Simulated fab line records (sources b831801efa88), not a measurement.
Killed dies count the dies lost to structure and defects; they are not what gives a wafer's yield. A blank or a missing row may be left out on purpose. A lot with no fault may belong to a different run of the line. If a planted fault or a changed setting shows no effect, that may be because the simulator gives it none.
Comparing a struck lot with a sound one -- flow gf180mcu -- 15 out of 602 route steps
Sound: these wafers, L636.2, L636.3, L636.4. Struck: wafer L630.6 (L630.2, L630.3, from the same lot, were not struck and are left out); the cause is given at the end.
At each step with rows: each side's tool, then ch and its chambers, then its first start. Under that, the readings that differ: sound wafers -- struck wafers -- difference of the means -- sigmas: that difference in standard deviations of wafers without a fault.
alike: same words and numbers on both sides, and readings whose means sit less than 2 such deviations apart. not compared: any withheld reading, any reading some wafer has no value for, any bound like >300 that may hide the same value, and any number with overlapping values for which the record gives no deviation.
Wherever a step has rows on one side only, a row that says differs or no value, or a row with sigmas, the two part there. Numbers that don't overlap but have no deviation are shown without sigmas and don't part them. A reading missing from all wafers of one side parts the sides only when that side holds two or more wafers.

GF_M3_SPUTTER_04: material TiN, target thk 50 nm, time 41.7 s.
  sound on pvd_sputter-02 at day 26 07:47; struck on pvd_sputter-04 at day 24 10:43
  alike: throttle_valve_pct
GF_M3_RS_MEAS_05: measures by four-point-probe.
  sound on film_metro-03 at day 26 07:51; struck on film_metro-02 at day 24 10:47
  alike: M3_ALCU_RS
GF_M3_THK_MEAS_06: measures by xrf.
  sound on film_metro-03 at day 26 07:58; struck on film_metro-02 at day 24 10:53
  alike: M3_ALCU_THK
then, 7 steps without rows for these wafers: GF_M3_DEHYDRATE_07 (time 60 s); GF_M3_HMDS_08 (prime time 60 s); GF_M3_COAT_09 (resist thk 1000 nm); GF_M3_SOFTBAKE_10 (time 60 s); GF_M3_EXPOSE_11 (exposes mask Metal3, target cd 280 nm); GF_M3_PEB_12 (peb time 90 s); GF_M3_DEVELOP_13 (develop time 60 s).
GF_M3_CD_MEAS_14 targets a cd of 280 nm.
  sound on cd_sem-02 at day 27 04:00; struck on cd_sem-02 at day 25 08:03
  alike: cd_nm
GF_M3_OVL_MEAS_15:
  sound on overlay-02 at day 27 04:07; struck on overlay-02 at day 25 08:10
reading,sound,struck,difference,sigmas
M3_OVL (nm),-10 -7 -7,6,+14,+2
GF_M3_METAL_ETCH_16: etches the open film in Cl2/BCl3, stops on SiO2, target depth 750.8 nm, time 125.1 s.
  sound on rie_metal-01 ch 0, day 27 04:11; struck on rie_metal-02 ch 0, day 25 08:11
reading,sound,struck,difference,sigmas
drypump_motor_current_A (A),5.22 5.24 5.26,5.98,+0.74,+3
oes_product_au (a.u.),0.967 0.980 0.980,0.764,-0.212,-27
throttle_valve_pct (%),28.230 28.231 28.241,28.479,+0.245,+22
model.KrF_of_M3_COAT_09.thk_nm (nm),691.8 688.1 691.3,802,+112,
  alike: bias_w
  not compared: rf_hours_counter_h
GF_M3_STRIP_17: strips in O2/N2.
  sound on plasma_asher-02 ch 0,1, day 27 04:24; struck on plasma_asher-02 ch 0, day 25 08:19
reading,sound,struck,difference,sigmas
oes_product_au (a.u.),0.536 0.538 0.539,0.578,+0.040,+8
strip_time_to_endpoint_s (s),7.45 7.40 7.46,8.53,+1.09,+18
  alike: drypump_motor_current_A, heater_power_w
  not compared: rf_hours_counter_h
then, 1 step without rows for these wafers: GF_M3_STRIP_18 (strips in post etch residue remover, time 1200 s).

## WHERE THEY PART
First at GF_M3_OVL_MEAS_15; last, within this record, at GF_M3_STRIP_17.

WHY: whatever the simulator had introduced
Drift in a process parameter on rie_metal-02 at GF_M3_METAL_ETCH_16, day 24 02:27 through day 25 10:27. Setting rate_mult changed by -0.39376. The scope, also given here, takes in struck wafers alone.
